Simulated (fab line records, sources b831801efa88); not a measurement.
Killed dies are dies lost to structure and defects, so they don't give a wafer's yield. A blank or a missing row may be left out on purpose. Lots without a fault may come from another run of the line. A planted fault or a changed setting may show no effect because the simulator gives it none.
Problem report in the 8D (eight disciplines) form, filled by code | flow gf180mcu | the parts of the form that need people (team, actions taken, sign-off) are left out

1. THE PROBLEM
V1_W_RS at GF_V1_RS_MEAS_24 reads a mean of 0.389 ohm/sq on 6 wafers of 2 lots; wafers without a fault read 0.328 ohm/sq with a standard deviation of 0.0035. That is +17 standard deviations from the usual mean.
The step: measures by four-point-probe.
First seen on wafer L384.1, day 22 09:16, on film_metro-02. The record holds 33 wafers of 11 lots with a number at this step. Rule for "out", or "out of limits": more than 4 standard deviations from the usual mean. The other wafers with a number count as sound.

2. WHAT IT IS AND WHAT IT IS NOT
question                    | is                     | is not
which readings at this step | V1_W_RS                | -
which lots                  | L384, L385             | L375, L376, L380, L382, L383, L392, L394, L395, L396
which wafers of those lots  | all that have a number | -
read on which gauges        | film_metro-02          | film_metro-01, film_metro-04
when                        | from day 22 09:16      | up to then (15 sound wafers); but 12 sound wafers of L392, L394, L395, L396 came after

3. SUSPECTS, AND WHAT RULES EACH OUT
Counting: a tool at a process step up to the reading stays a suspect if it ran every lot that is out and no sound lot after the first of them.
- the gauge at GF_V1_RS_MEAS_24: ruled out. All the wafers that are out were read on film_metro-02, but those of them that GF_V1_CVD_23 has rows for are out there too, on other tools.
- cvd_w-01 at GF_V1_CVD_23 (deposits W, target thk 350 nm, time 105.05 s): ruled out as a lasting fault. Sound lots L392, L394, L395, L396 ran on it after its first lot that is out, L384 (day 22 09:09).
Left after counting: nothing in the record.

4. THE CAUSE (what the simulator had put in)
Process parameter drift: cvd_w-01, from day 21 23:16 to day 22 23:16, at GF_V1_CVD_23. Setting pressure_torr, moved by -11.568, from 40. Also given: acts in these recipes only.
Counting ruled it out, wrongly: the rule takes a fault to strike every lot that its tool runs from its start on, and this one did not.

5. THE CHAIN OF EFFECTS, in route order
Each row: a reading whose mean over the struck wafers that have a number lies more than 3 standard deviations from the usual. Only readings for which the record gives a usual standard deviation are gone through. hours: the time from each lot's start at the first step in this table that gives one to its start at this step, as a median over the lots. sigmas: the change in usual standard deviations.
hours | step              | reading               | usual        | on struck wafers | change | sigmas
0     | GF_V1_CVD_23      | chamber_pressure_Torr | 39.99 Torr   | 28.45            | -11.54 | -99 or more
0     | GF_V1_RS_MEAS_24  | V1_W_RS               | 0.328 ohm/sq | 0.389            | +0.061 | +17
0     | GF_V1_THK_MEAS_25 | V1_W_THK              | 358 nm       | 300              | -58    | -13
0     | GF_V1_CMP_26      | time_to_endpoint_s    | 85 s         | 70               | -15    | -3.4
The process steps in it:
- GF_V1_CVD_23: deposits W, target thk 350 nm, time 105.05 s.
- GF_V1_CMP_26: polishes, stops on SiO2, t overpolish 15 s, target thk 0 nm.
Later measuring or inspecting steps at which every struck wafer that the step has a row for has a number for every such reading, and none has moved that far: GF_M2_THK_MEAS_06.

6. WHAT WOULD HAVE CAUGHT IT SOONER
In this record the first reading out of limits at a measuring or inspecting step was taken at day 22 09:16, 10 hours after the fault began at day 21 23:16.
The tool's own readings at GF_V1_CVD_23 were out on every struck wafer that the step has a row for (chamber_pressure_Torr): an alarm limit on them would have fired on the first of those.
